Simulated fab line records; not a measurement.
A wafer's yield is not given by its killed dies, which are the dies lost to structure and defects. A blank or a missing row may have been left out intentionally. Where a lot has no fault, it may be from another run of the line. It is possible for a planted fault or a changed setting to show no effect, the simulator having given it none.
Split-lot experiment | flow sky130 | route with 708 steps; 5 lots, 23 wafers read

SPLIT DETAILS
At SKY_LDD_N_IMPLANT_11, the setting energyKev was moved away from the recipe's 20 on 8 of the 23 wafers read, by -5.2% to +3.1%. The other wafers ran this setting at the recipe's value.

The split's own step is where the reading is taken.

THE READING
implant.drpNm (the simulator's own value, which no gauge read), in nm, at SKY_LDD_N_IMPLANT_11. There is no usual value for it anywhere in the file.

wafer  | tool, chamber at the split | energyKev as run | against the recipe | implant.drpNm, nm | against lot-mates on the recipe
L074.1 | implanter-03, 0            | 20               | recipe             | 7.212             | -
L074.2 | implanter-03, 0            | 20               | recipe             | 7.212             | -
L074.3 | implanter-03, 0            | 20               | recipe             | 7.212             | -
L074.4 | implanter-03, 0            | 20               | recipe             | 7.212             | -
L074.5 | implanter-03, 0            | 20               | recipe             | 7.212             | -
L076.1 | implanter-03, 0            | 20.62            | +3.1%              | 7.366             | +0.154
L076.2 | implanter-03, 0            | 20.62            | +3.1%              | 7.366             | +0.154
L076.5 | implanter-03, 0            | 20.62            | +3.1%              | 7.366             | +0.154
L076.3 | implanter-03, 0            | 20               | recipe             | 7.212             | -
L076.6 | implanter-03, 0            | 20               | recipe             | 7.212             | -
L081.1 | implanter-03, 0            | 20               | recipe             | 7.212             | -
L081.3 | implanter-03, 0            | 20               | recipe             | 7.212             | -
L081.2 | implanter-03, 0            | 18.97            | -5.2%              | 6.953             | -0.259
L081.5 | implanter-03, 0            | 18.97            | -5.2%              | 6.953             | -0.259
L081.6 | implanter-03, 0            | 18.97            | -5.2%              | 6.953             | -0.259
L083.2 | implanter-01, 0            | 20               | recipe             | 7.212             | -
L083.4 | implanter-01, 0            | 20               | recipe             | 7.212             | -
L083.5 | implanter-01, 0            | 20               | recipe             | 7.212             | -
L083.3 | implanter-01, 0            | 20.41            | +2.0%              | 7.314             | +0.102
L083.6 | implanter-01, 0            | 20.41            | +2.0%              | 7.314             | +0.102
L084.1 | implanter-01, 0            | 20               | recipe             | 7.212             | -
L084.2 | implanter-01, 0            | 20               | recipe             | 7.212             | -
L084.5 | implanter-01, 0            | 20               | recipe             | 7.212             | -

THE FIT
A straight line over all 23 wafers: implant.drpNm changes by +0.0501 nm for each +1% of energyKev; r = +1.00; the points scatter about the line by 0.00054 nm.
The same after taking each lot's own level away (the mean of its wafers on the recipe; 23 wafers): +0.0501 nm for each +1%; r = +1.00; scatter 0.00054 nm.
Per that fit: largest energyKev move, reading shift of 0.26 nm.
The lots' own levels span 7.2120 to 7.2120 nm.
Hence the lot-to-lot level has little effect on the slope; both slopes agree.
Check: -0.258 nm against its lot-mates is what the line predicts for one of the wafers moved furthest among these (-5.2%) when that wafer is left out of the fit. Against them it came out at -0.259 nm.

THE OTHER SPLITS THESE WAFERS WENT THROUGH
Other splits were also applied to these wafers ahead of the reading. Each is held against what the fit with the lots' levels taken away leaves over:
other split on the same wafers       | wafers away from the commonest value | r with implant.drpNm (lot level and that fit taken away)
SKY_VT_ADJUST_PCH_IMPLANT_08 doseCm2 | 10                                   | +0.16
SKY_SONOS_ONO_OXIDATION_00 oxTimeS   | 10                                   | +0.02
SKY_SONOS_ONO_EXPOSE_10 doseMj       | 8                                    | -0.16
SKY_GATE_OXIDE_COAT_05 resistThkNm   | 9                                    | -0.47
SKY_GATE_OXIDE_DEVELOP_09 devTempC   | 8                                    | -0.42
SKY_RES_PROTECT_EXPOSE_04 doseMj     | 5                                    | -0.20
SKY_LDD_N_COAT_02 spinRpm            | 10                                   | -0.05

THE WHOLE CHAIN: every reading that the file lists as answering this split, in the file's order
step                 | what it does | reading                                                        | change (the file's fit)                | r (the file's)
SKY_LDD_N_IMPLANT_11 |              | implant.rpNm (the simulator's own value, which no gauge read)  | +0.115 nm for each +1% of the setting  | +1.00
SKY_LDD_N_IMPLANT_11 |              | implant.drpNm (the simulator's own value, which no gauge read) | +0.0501 nm for each +1% of the setting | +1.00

FILE'S OWN FIT
implant.drpNm changes by +0.0501 nm for each +1% of energyKev, r = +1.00.
